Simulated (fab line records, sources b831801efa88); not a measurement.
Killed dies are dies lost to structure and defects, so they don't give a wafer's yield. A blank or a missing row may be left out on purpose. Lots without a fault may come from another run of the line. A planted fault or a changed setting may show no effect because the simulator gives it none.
A struck lot beside a sound one | flow sky130 | 17 steps out of a route of 708
Sound: wafers L356.2, L356.3, L356.6. Struck: wafer L364.4. (L364.2, L364.6 of the same lot were not struck and are left out.) The cause comes at the end.
At each step with rows: each side's tool, then ch and its chambers, then its first start. Under that, the readings that differ: sound wafers | struck wafers | difference of the means | sigmas: that difference in standard deviations of wafers without a fault.
alike: readings whose means differ by less than 2 such deviations, and words and numbers that are the same on both sides. not compared: withheld readings, readings that some wafer has no value for, bounds like >300 that may hide the same value, and numbers for which the record gives no deviation and whose values overlap.
The two part at a step that has a row with sigmas, a row that says differs or no value, or rows on one side only. Numbers that don't overlap but have no deviation are shown without sigmas and don't part them. A reading that every wafer of one side lacks parts them only if that side has two wafers or more.

SKY_VIA3_CMP_02: polishes SiO2.
  sound on cmp-02 ch 0,1,3, day 39 02:57; struck on cmp-02 ch 3, day 42 00:16
  alike: motor_current_A, platen_rpm, slurry_flow_ml_min
SKY_VIA3_BOW_MEAS_03:
  sound on film_metro-02, day 39 03:10; struck on film_metro-03, day 42 00:35
  alike: VIA3_BOW
then, 8 steps without rows for these wafers: SKY_VIA3_DEHYDRATE_04 (time 60 s); SKY_VIA3_HMDS_05 (prime time 60 s); SKY_VIA3_COAT_06 (resist thk 60 nm); SKY_VIA3_COAT_07 (resist thk 450 nm); SKY_VIA3_SOFTBAKE_08 (time 90 s); SKY_VIA3_EXPOSE_09 (exposes mask VIM3, target cd 200 nm); SKY_VIA3_PEB_10; SKY_VIA3_DEVELOP_11 (develop time 60 s).
SKY_VIA3_CD_MEAS_12: target cd 200 nm.
  sound on cd_sem-02, day 40 02:34; struck on cd_sem-01, day 42 22:16
  alike: cd_nm
SKY_VIA3_OVL_MEAS_13:
  sound on overlay-02, day 40 02:40; struck on overlay-02, day 42 22:22
  alike: VIA3_OVL
SKY_VIA3_ETCH_14: etches BARC in N2/H2, stops on SiO2, time 45.9 s, target depth 60 nm.
  sound on rie_diel-04 ch 0,2,3, day 40 02:42; struck on rie_diel-04 ch 2, day 42 22:24
  reading                                     | sound                | struck | difference | sigmas
  oes_product_au (a.u.)                       | 0.855 0.849 0.848    | 0.993  | +0.142     | +30
  run_length_s (s)                            | 74.0 73.5 74.7       | 60.7   | -13.4      | -30
  throttle_valve_pct (%)                      | 13.217 13.232 13.222 | 13.243 | +0.019     | +2
  model.KrF-thick_of_VIA3_COAT_07.thk_nm (nm) | 392.1 394.4 392.5    | 404.3  | +11.3      |
  model.etch.depth_nm (nm)                    | 59.83 59.92 59.85    | 55.4   | -4.5       |
  model.VIA3.cd_nm (nm)                       | 201.1 199.9 200.4    | 195.5  | -5.0       |
  alike: drypump_motor_current_A
  not compared: rf_hours_counter_h
SKY_VIA3_ETCH_15: etches SiO2 in C4F8/O2/Ar, stops on TiN, target depth 507 nm, time 78 s.
  sound on rie_diel-04 ch 0,2,3, day 40 02:44; struck on rie_diel-04 ch 2, day 42 22:26
  reading                                     | sound             | struck | difference | sigmas
  oes_product_au (a.u.)                       | 0.948 0.938 0.953 | 0.892  | -0.054     | -12
  model.KrF-thick_of_VIA3_COAT_07.thk_nm (nm) | 289 293.6 291.1   | 304.1  | +12.9      |
  alike: run_length_s
SKY_VIA3_STRIP_16: strips in O2/N2.
  sound on plasma_asher-03 ch 0, day 40 02:48; struck on plasma_asher-01 ch 0, day 42 22:30
  reading                      | sound             | struck | difference | sigmas
  strip_time_to_endpoint_s (s) | 4.085 4.160 4.129 | 4.248  | +0.123     | +5
  alike: drypump_motor_current_A, oes_product_au
  not compared: rf_hours_counter_h
then, 1 step without rows for these wafers: SKY_VIA3_STRIP_17 (strips in post etch residue remover, time 1200 s).
-- the record jumps here: 6 days lie between the struck wafers' starts before and after (it left off in module VIA3 and takes up again in module PAD_OPEN, whose first step shown is number 708 of the route) --
SKY_PAD_OPEN_PROBE_99:
  sound on prober-01, day 46 04:34; struck on prober-01, day 48 14:19
  reading                               | sound             | struck    | difference | sigmas
  model.etest.tester.sort_n_pass        | 406 404 397       | 357       | -45        |
  model.etest.tester.sort_yield_pct (%) | 82.52 82.11 80.69 | 72.56     | -9.21      |
  model.etest.tester.sort_bin_5_pct (%) | 10.16 9.553 9.959 | 20.73     | +10.84     |
  model.etest.via3_chain.rc_ohm         | 9.967 10.1 10.02  | 12.68     | +2.65      |
  model.etest.tester.sort_bin_8_pct (%) | 0 0 0             | 0.0001459 | +0.0001459 |
  alike: defect_limited_yield, killed_at_M0_to_M3, killed_at_M4_up, killed_at_contacts, killed_at_front_end, killed_at_other, killed_dies, killed_on_rim, killed_open, killed_short

WHERE THEY PART
First at SKY_VIA3_ETCH_14; last, within this record, at SKY_VIA3_STRIP_16. Later steps at which nothing parts them and some readings are alike: SKY_PAD_OPEN_PROBE_99.

WHY: what the simulator had put in
Process parameter drift: rie_diel-04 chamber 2, from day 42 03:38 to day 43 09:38, at SKY_VIA3_ETCH_14. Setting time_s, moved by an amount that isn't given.
